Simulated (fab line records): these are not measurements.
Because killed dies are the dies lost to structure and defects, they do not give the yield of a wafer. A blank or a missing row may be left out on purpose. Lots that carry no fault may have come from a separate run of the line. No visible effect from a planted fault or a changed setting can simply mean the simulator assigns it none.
Struck lot and sound lot, side by side :: flow gf180mcu :: 15 out of 602 route steps
Sound: the wafers L325.3, L325.5, L325.6. Wafers L336.1, L336.4, L336.6 were the ones struck. At the end, the cause is stated.
For every step that has rows: the tool of each side, followed by ch and its chambers, followed by its first start. Under that, the readings that differ: sound wafers :: struck wafers :: difference of the means :: sigmas: that difference in standard deviations of wafers without a fault.
alike: same words and numbers on both sides, and readings whose means sit less than 2 such deviations apart. not compared: any withheld reading, any reading some wafer has no value for, any bound like >300 that may hide the same value, and any number with overlapping values for which the record gives no deviation.
The two part at a step that has a row with sigmas, a row that says differs or no value, or rows on one side only. Non-overlapping numbers with no deviation appear without sigmas and do not part them. Lack of a reading on every wafer of one side parts them only where that side has two or more wafers.

first, 3 steps without rows for these wafers: GF_V3_STRIP_18 (strips in O2/N2); GF_V3_STRIP_19 (strips in post etch residue remover, time 1200 s); GF_V3_CLEAN_20 (cleans in DIW).
GF_V3_SPUTTER_21: material Ti, target thk 15 nm, time 80.02 s.
  sound: pvd_sputter-04 at day 23 03:09; struck: pvd_sputter-01 at day 26 13:07
  alike: throttle_valve_pct
then, 1 step without rows for these wafers: GF_V3_SPUTTER_22 (material TiN, target thk 10 nm, time 40 s).
GF_V3_CVD_23: deposits W, target thk 350 nm, time 104.9 s.
  sound on cvd_w-02 ch 0,1, day 23 03:17; struck on cvd_w-02 ch 0,1, day 26 13:13
  alike: heater_power_w
GF_V3_RS_MEAS_24: measurement is done with a four-point probe.
  sound: film_metro-01 at day 23 03:24; struck: film_metro-02 at day 26 13:19
  alike: V3_W_RS
GF_V3_THK_MEAS_25: measures by xrf.
  sound: film_metro-01 at day 23 03:30; struck: film_metro-02 at day 26 13:26
  alike: V3_W_THK
then, 1 step without rows for these wafers: GF_V3_CMP_26 (polishes, stops on SiO2, t overpolish 15 s, target thk 0 nm).
GF_M4_SPUTTER_00: material Ti, target thk 37.5 nm, time 150 s.
  sound: pvd_sputter-03 at day 23 03:50; struck: pvd_sputter-04 at day 26 13:48
  alike: throttle_valve_pct
GF_M4_SPUTTER_01: material TiN, target thk 30 nm, time 25 s.
  sound: pvd_sputter-03 at day 23 03:56; struck: pvd_sputter-04 at day 26 13:54
  alike: throttle_valve_pct
then, 1 step without rows for these wafers: GF_M4_SPUTTER_02 (material AlCu, target thk 450 nm, time 23.9 s).
GF_M4_SPUTTER_03: material Ti, target thk 10 nm, time 6.7 s.
  sound: pvd_sputter-03 at day 23 04:00; struck: pvd_sputter-04 at day 26 13:58
reading: model.Ti_of_M4_SPUTTER_03.thk_nm (nm)
sound: 9.98 10.12 10.31
struck: 13.54 13.18 13.47
difference: +3.26
sigmas: 
  alike: throttle_valve_pct
GF_M4_SPUTTER_04: material TiN, target thk 50 nm, time 41.7 s.
  sound: pvd_sputter-03 at day 23 04:01; struck: pvd_sputter-04 at day 26 13:59
  alike: throttle_valve_pct
GF_PASSIVATION_PROBE_99:
  the record has rows for the sound wafers here (prober-01, day 29 14:53) and none for the struck ones

== WHERE THEY PART ==
Only at GF_PASSIVATION_PROBE_99, as far as this record shows.

WHY: what had been put in by the simulator
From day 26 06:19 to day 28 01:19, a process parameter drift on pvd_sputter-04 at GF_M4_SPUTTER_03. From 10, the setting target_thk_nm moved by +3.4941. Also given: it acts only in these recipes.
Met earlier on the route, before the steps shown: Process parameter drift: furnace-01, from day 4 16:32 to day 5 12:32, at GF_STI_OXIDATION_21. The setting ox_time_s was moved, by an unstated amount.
